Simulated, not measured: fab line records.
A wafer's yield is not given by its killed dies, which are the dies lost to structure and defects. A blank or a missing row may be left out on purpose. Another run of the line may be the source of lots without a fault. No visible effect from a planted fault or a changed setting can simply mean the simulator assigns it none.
fab line records | flow gf180mcu
record: lots: 13 | wafers: 39 | lastDay: 34
route steps=602 shown V4@497 MIM@507 M5@534 PASSIVATION@587
lots with no fault: from the same line, run without faults
startH: start of the lot's first displayed wafer, in hours after the record's first day | waitH: hours elapsed since this lot's preceding step | " identical to the entry in the row above | L1.1+2: a row that stands for several wafers | - no value, or no start given | * or withheld: withheld | < > ~ a bound
route shown NAME@n: a module of which the file shows steps, and the number in the route of the first | usual: mean/standard deviation taken from wafers without a fault | same: alike in all rows | chamber/n: place in a boat | sites: readings site by site | _std_site: how widely they spread, as a standard deviation | _edge_site: the outer-site mean with the inner-site mean subtracted | radiusMm: how far each site lies from the wafer's centre | mask NAME#n: copy n | behind: the last tool/chamber to shape the wafer | hold: reason for holding the lot/hours on hold/outcome of the hold | device: whichever transistor did not switch (one of n, p or np) | end of line: the route-end tests of the same wafers | for a step that has no rows: nothing shown but its recipe | killed: at the first sort, the dies lost to defects and structure; wafer yield is something else | map: the dies of a wafer, with x for killed, . for not killed, _ for no die there
set.NAME: the setting that was run; set.NAME@STEP: the one run at that earlier step | model.NAME: the simulator's own value behind a step, which no gauge read
a sample of lots followed through the steps of the route, with each step as a table and each wafer as a row
services: a tool's chamber out of use, with start hour (startH, from the record's first day; less than 0 if before it), hours out, and reason
== steps ==
step: GF_V4_SPUTTER_21
recipe: material: Ti | targetThkNm: 15 | chamberPressurePa: 5 | powerW: 2500 | substrateTempC: 200 | timeS: 80.02
usual: throttleValvePct: 30.6/1.3
lot.wafer | tool          | chamber | startH | waitH | throttleValvePct
L833.1    | pvdSputter-04 | -       | 572.23 | 0.0   | 30.2
L833.3    | "             | -       | "      | "     | 29.7
L833.4    | "             | -       | "      | "     | 29.2
L834.2    | pvdSputter-03 | -       | 577.23 | 0.0   | 30.3
L834.3    | "             | -       | "      | "     | 31.3
L834.4    | "             | -       | "      | "     | 32.5
L836.2    | pvdSputter-03 | -       | 597.88 | 0.0   | 30.1
L836.3    | "             | -       | "      | "     | 32.5
L836.5    | "             | -       | "      | "     | 32.5
L837.1    | pvdSputter-03 | -       | 603.39 | 0.0   | 30.4
L837.4    | "             | -       | "      | "     | 31.1
L837.6    | "             | -       | "      | "     | 30.2
L838.2    | pvdSputter-03 | -       | 623.71 | 0.0   | 32.5
L838.4    | "             | -       | "      | "     | 30.1
L838.5    | "             | -       | "      | "     | 30.3
L839.3    | pvdSputter-04 | -       | 627.78 | 0.0   | 29.5
L839.5    | "             | -       | "      | "     | 31.2
L839.6    | "             | -       | "      | "     | 29.0
L840.1    | pvdSputter-03 | -       | 633.97 | 0.0   | 32.4
L840.2    | "             | -       | "      | "     | 31.4
L840.3    | "             | -       | "      | "     | 30.1
L841.1    | pvdSputter-03 | -       | 636.70 | 0.0   | 32.5
L841.3    | "             | -       | "      | "     | 30.4
L841.5    | "             | -       | "      | "     | 31.5
L847.4    | pvdSputter-03 | -       | 678.25 | 0.0   | 30.1
L847.5    | "             | -       | "      | "     | 30.2
L847.6    | "             | -       | "      | "     | 31.1
L851.1    | pvdSputter-03 | -       | 713.54 | 0.0   | 31.2
L851.4    | "             | -       | "      | "     | 32.5
L851.5    | "             | -       | "      | "     | 30.1
L853.1    | pvdSputter-04 | -       | 715.44 | 0.0   | 28.9
L853.4    | "             | -       | "      | "     | 31.1
L853.6    | "             | -       | "      | "     | 28.9
L855.4    | pvdSputter-03 | -       | 727.09 | 0.0   | 30.2
L855.5    | "             | -       | "      | "     | 30.4
L855.6    | "             | -       | "      | "     | 32.3
L856.2    | pvdSputter-02 | -       | 733.87 | 0.0   | 28.5
L856.3    | "             | -       | "      | "     | 30.5
L856.4    | "             | -       | "      | "     | 33.7
step: GF_MIM_SPUTTER_04
recipe: material: TiN | targetThkNm: 50 | powerW: 6500 | timeS: 41.7 | chamberPressurePa: 0.4
usual: throttleValvePct: 30.4/1.2
lot.wafer | tool          | chamber | startH | waitH | throttleValvePct
L833.1    | pvdSputter-01 | -       | 573.11 | 0.0   | 31.9
L833.3    | "             | -       | "      | "     | 29.8
L833.4    | "             | -       | "      | "     | 28.5
L834.2    | pvdSputter-01 | -       | 578.10 | 0.0   | 28.7
L834.3    | "             | -       | "      | "     | 31.9
L834.4    | "             | -       | "      | "     | 29.8
L836.2    | pvdSputter-04 | -       | 598.86 | 0.0   | 30.3
L836.3    | "             | -       | "      | "     | 29.6
L836.5    | "             | -       | "      | "     | 31.3
L837.1    | pvdSputter-01 | -       | 604.27 | 0.0   | 31.5
L837.4    | "             | -       | "      | "     | 31.4
L837.6    | "             | -       | "      | "     | 29.7
L838.2    | pvdSputter-04 | -       | 624.69 | 0.0   | 30.3
L838.4    | "             | -       | "      | "     | 29.6
L838.5    | "             | -       | "      | "     | 30.5
L839.3    | pvdSputter-01 | -       | 628.65 | 0.0   | 29.5
L839.5    | "             | -       | "      | "     | 28.5
L839.6    | "             | -       | "      | "     | 28.9
L840.1    | pvdSputter-04 | -       | 634.84 | 0.0   | 31.2
L840.2    | "             | -       | "      | "     | 29.3
L840.3    | "             | -       | "      | "     | 29.6
L841.1    | pvdSputter-03 | -       | 637.57 | 0.0   | 32.8
L841.3    | "             | -       | "      | "     | 31.4
L841.5    | "             | -       | "      | "     | 31.1
L847.4    | pvdSputter-04 | -       | 679.12 | 0.0   | 31.2
L847.5    | "             | -       | "      | "     | 30.5
L847.6    | "             | -       | "      | "     | 29.5
L851.1    | pvdSputter-03 | -       | 714.53 | 0.0   | 31.0
L851.4    | "             | -       | "      | "     | 30.2
L851.5    | "             | -       | "      | "     | 32.7
L853.1    | pvdSputter-03 | -       | 716.44 | 0.0   | 30.1
L853.4    | "             | -       | "      | "     | 31.3
L853.6    | "             | -       | "      | "     | 30.3
L855.4    | pvdSputter-01 | -       | 727.99 | 0.0   | 28.8
L855.5    | "             | -       | "      | "     | 31.9
L855.6    | "             | -       | "      | "     | 29.6
L856.2    | pvdSputter-04 | -       | 734.74 | 0.0   | 29.2
L856.3    | "             | -       | "      | "     | 30.2
L856.4    | "             | -       | "      | "     | 31.4
step: GF_M5_OVL_MEAS_08
usual: M5_OVL: 3/5.4
lot.wafer | tool       | chamber | startH | waitH | M5_OVL[nm]
L833.1    | overlay-01 | -       | 616.40 | 0.1   | 3
L833.3    | "          | -       | "      | "     | -8
L833.4    | "          | -       | "      | "     | 6
L834.2    | overlay-01 | -       | 621.88 | 0.1   | -3
L834.3    | "          | -       | "      | "     | 4
L834.4    | "          | -       | "      | "     | -3
L836.2    | overlay-01 | -       | 641.63 | 0.1   | -5
L836.3    | "          | -       | "      | "     | 0
L836.5    | "          | -       | "      | "     | -3
L837.1    | overlay-01 | -       | 645.90 | 0.1   | -3
L837.4    | "          | -       | "      | "     | 5
L837.6    | "          | -       | "      | "     | 3
L838.2    | overlay-01 | -       | 665.40 | 0.1   | 9
L838.4    | "          | -       | "      | "     | 2
L838.5    | "          | -       | "      | "     | -2
L839.3    | overlay-01 | -       | 669.61 | 0.1   | -7
L839.5    | "          | -       | "      | "     | 3
L839.6    | "          | -       | "      | "     | 0
L840.1    | overlay-01 | -       | 675.08 | 0.1   | -1
L840.2    | "          | -       | "      | "     | 13
L840.3    | "          | -       | "      | "     | 4
L841.1    | overlay-02 | -       | 677.97 | 0.1   | 2
L841.3    | "          | -       | "      | "     | 0
L841.5    | "          | -       | "      | "     | -2
L847.4    | overlay-01 | -       | 718.26 | 0.1   | 1
L847.5    | "          | -       | "      | "     | 3
L847.6    | "          | -       | "      | "     | 11
L851.1    | overlay-01 | -       | 750.20 | 0.1   | 14
L851.4    | "          | -       | "      | "     | 14
L851.5    | "          | -       | "      | "     | 10
L853.1    | overlay-01 | -       | 752.12 | 0.1   | 5
L853.4    | "          | -       | "      | "     | 1
L853.6    | "          | -       | "      | "     | 3
L855.4    | overlay-01 | -       | 762.39 | 0.1   | 2
L855.5    | "          | -       | "      | "     | 4
L855.6    | "          | -       | "      | "     | 5
L856.2    | overlay-02 | -       | 768.93 | 0.1   | 4
L856.3    | "          | -       | "      | "     | 3
L856.4    | "          | -       | "      | "     | 4
step: GF_PASSIVATION_CVD_00
recipe: material: SiO2 | targetThkNm: 1000 | precursor: TEOS | tempC: 400 | timeS: 111.95 | rfW: 600
usual: heaterPowerW: 681/90 | rfFwdPowerW: 596.5/2
lot.wafer | tool     | chamber | startH | waitH | heaterPowerW | rfFwdPowerW
L833.1    | pecvd-01 | 2       | 660.39 | 0.0   | 720          | 599.2
L833.3    | "        | 1       | "      | "     | 734          | 594.7
L833.4    | "        | 1       | "      | "     | 809          | 595.8
L834.2    | pecvd-04 | 0       | 665.73 | 0.0   | 690          | 596.7
L834.3    | "        | 2       | "      | "     | 536          | 598.2
L834.4    | "        | 1       | "      | "     | 800          | 597.2
L836.2    | pecvd-01 | 2       | 684.97 | 0.0   | 669          | 598.0
L836.3    | "        | 1       | "      | "     | 833          | 597.4
L836.5    | "        | 2       | "      | "     | 701          | 598.8
L837.1    | pecvd-03 | 1       | 688.65 | 0.0   | 581          | 600.0
L837.4    | "        | 2       | "      | "     | 841          | 595.3
L837.6    | "        | 0       | "      | "     | 512          | 599.2
L838.2    | pecvd-01 | 1       | 707.10 | 0.0   | 855          | 595.3
L838.4    | "        | 2       | "      | "     | 583          | 596.3
L838.5    | "        | 0       | "      | "     | 695          | 598.0
L839.3    | pecvd-04 | 1       | 711.31 | 0.0   | 810          | 596.3
L839.5    | "        | 2       | "      | "     | 486          | 595.1
L839.6    | "        | 0       | "      | "     | 662          | 596.3
L840.1    | pecvd-03 | 1       | 715.75 | 0.0   | 635          | 599.3
L840.2    | "        | 2       | "      | "     | 843          | 594.4
L840.3    | "        | 0       | "      | "     | 612          | 596.4
L841.1    | pecvd-04 | 1       | 719.86 | 0.0   | 814          | 597.2
L841.3    | "        | 2       | "      | "     | 573          | 594.8
L841.5    | "        | 0       | "      | "     | 574          | 598.1
L847.4    | pecvd-03 | 0       | 757.73 | 0.0   | 591          | 834.9
L847.5    | "        | 1       | "      | "     | 436          | 836.3
L847.6    | "        | 2       | "      | "     | 612          | 837.0
L851.1    | pecvd-03 | 1       | 785.81 | 0.0   | 548          | 836.5
L851.4    | "        | 2       | "      | "     | 604          | 835.1
L851.5    | "        | 1       | "      | "     | 424          | 834.5
L853.1    | pecvd-01 | 2       | 788.32 | 0.0   | 715          | 599.1
L853.4    | "        | 2       | "      | "     | 727          | 597.7
L853.6    | "        | 0       | "      | "     | 713          | 596.4
L855.4    | pecvd-04 | 1       | 797.68 | 0.0   | 777          | 598.8
L855.5    | "        | 2       | "      | "     | 593          | 596.9
L855.6    | "        | 0       | "      | "     | 723          | 597.1
L856.2    | pecvd-04 | 0       | 802.98 | 0.0   | 671          | 598.1
L856.3    | "        | 1       | "      | "     | 737          | 600.2
L856.4    | "        | 0       | "      | "     | 693          | 597.8
step: GF_PASSIVATION_THK_MEAS_01
recipe: reads: SiO2_of_PASSIVATION_CVD_00
usual: PASSIVATION_CVD_00_THK: 1000/12
lot.wafer | tool         | chamber | startH | waitH | PASSIVATION_CVD_00_THK[nm]
L833.1    | filmMetro-01 | -       | 660.47 | 0.0   | 987
L833.3    | "            | -       | "      | "     | 989
L833.4    | "            | -       | "      | "     | 1006
L834.2    | filmMetro-03 | -       | 665.82 | 0.0   | 993
L834.3    | "            | -       | "      | "     | 1008
L834.4    | "            | -       | "      | "     | 1019
L836.2    | filmMetro-04 | -       | 685.06 | 0.0   | 991
L836.3    | "            | -       | "      | "     | 996
L836.5    | "            | -       | "      | "     | 1010
L837.1    | filmMetro-04 | -       | 688.73 | 0.0   | 988
L837.4    | "            | -       | "      | "     | 1033
L837.6    | "            | -       | "      | "     | 1002
L838.2    | filmMetro-01 | -       | 707.19 | 0.0   | 990
L838.4    | "            | -       | "      | "     | 1016
L838.5    | "            | -       | "      | "     | 1004
L839.3    | filmMetro-01 | -       | 711.41 | 0.1   | 1000
L839.5    | "            | -       | "      | "     | 1008
L839.6    | "            | -       | "      | "     | 1010
L840.1    | filmMetro-01 | -       | 715.83 | 0.0   | 979
L840.2    | "            | -       | "      | "     | 985
L840.3    | "            | -       | "      | "     | 988
L841.1    | filmMetro-01 | -       | 719.94 | 0.0   | 994
L841.3    | "            | -       | "      | "     | 990
L841.5    | "            | -       | "      | "     | 1008
L847.4    | filmMetro-04 | -       | 757.80 | 0.0   | 1099
L847.5    | "            | -       | "      | "     | 1093
L847.6    | "            | -       | "      | "     | 1110
L851.1    | filmMetro-01 | -       | 785.89 | 0.0   | 1108
L851.4    | "            | -       | "      | "     | 1120
L851.5    | "            | -       | "      | "     | 1116
L853.1    | filmMetro-03 | -       | 788.40 | 0.0   | 998
L853.4    | "            | -       | "      | "     | 1020
L853.6    | "            | -       | "      | "     | 1021
L855.4    | filmMetro-01 | -       | 797.75 | 0.0   | 1002
L855.5    | "            | -       | "      | "     | 1008
L855.6    | "            | -       | "      | "     | 1007
L856.2    | filmMetro-01 | -       | 803.07 | 0.0   | 974
L856.3    | "            | -       | "      | "     | 989
L856.4    | "            | -       | "      | "     | 1007
== services ==
tool          | chamber | startH | hours | kind
pecvd-03      | -       | 551.10 | 5.4   | repair
pecvd-01      | -       | 567.27 | 2.8   | pm
pvdSputter-02 | -       | 569.38 | 0.7   | repair
pecvd-04      | -       | 591.12 | 14.0  | pm
pecvd-04      | 0       | 591.12 | 14.0  | ventCycle
pecvd-04      | 1       | 591.12 | 14.0  | ventCycle
pecvd-04      | 2       | 591.12 | 14.0  | ventCycle
pvdSputter-01 | 2       | 600.81 | -     | consumableReplace:kit
pecvd-01      | -       | 605.91 | 2.9   | repair
pvdSputter-03 | -       | 629.24 | 4.1   | repair
pvdSputter-04 | 0       | 648.61 | -     | consumableReplace:kit
pvdSputter-04 | 0       | 648.61 | 18.0  | scheduledDown
pvdSputter-04 | 0       | 648.61 | 18.0  | ventCycle
pecvd-01      | -       | 665.70 | 0.8   | repair
pvdSputter-04 | -       | 699.33 | 1.4   | repair
pvdSputter-04 | 3       | 713.77 | -     | consumableReplace:kit
pvdSputter-04 | 3       | 713.77 | 18.0  | scheduledDown
pvdSputter-04 | 3       | 713.77 | 18.0  | ventCycle
pecvd-04      | -       | 740.30 | 1.7   | repair
pvdSputter-03 | 1       | 779.36 | -     | consumableReplace:kit
pvdSputter-03 | 1       | 779.36 | 18.0  | scheduledDown
pvdSputter-03 | 1       | 779.36 | 18.0  | ventCycle
pvdSputter-02 | -       | 796.19 | 4.9   | repair
pecvd-01      | -       | 799.38 | 14.0  | pm
== key ==
firstSign: step: GF_PASSIVATION_CVD_00 | reading: rfFwdPowerW | direction: up | sigmas: 99+ | usual: 596.5 | struck: 835.7
effect: step: GF_PASSIVATION_CVD_00 | reading: heaterPowerW | direction: down | sigmas: 1.6 | usual: 681 | struck: 536
effect: step: GF_PASSIVATION_THK_MEAS_01 | reading: PASSIVATION_CVD_00_THK | direction: up | sigmas: 8.7 | usual: 1000 | struck: 1108
metAt GF_PASSIVATION_CVD_00
struckLots L847,L851
notActingAt GF_V4_SPUTTER_21,GF_MIM_SPUTTER_04,GF_M5_OVL_MEAS_08
onsetBetween 715.75 757.73
fault: kind: processParameterDrift | tool: pecvd-03 | chamber: - | onsetH: 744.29 | steps: GF_PASSIVATION_CVD_00 | channel: rfW | offset: 240 | shape: step | endH: 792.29 | actsIn: theseRecipesOnly | stated: 600
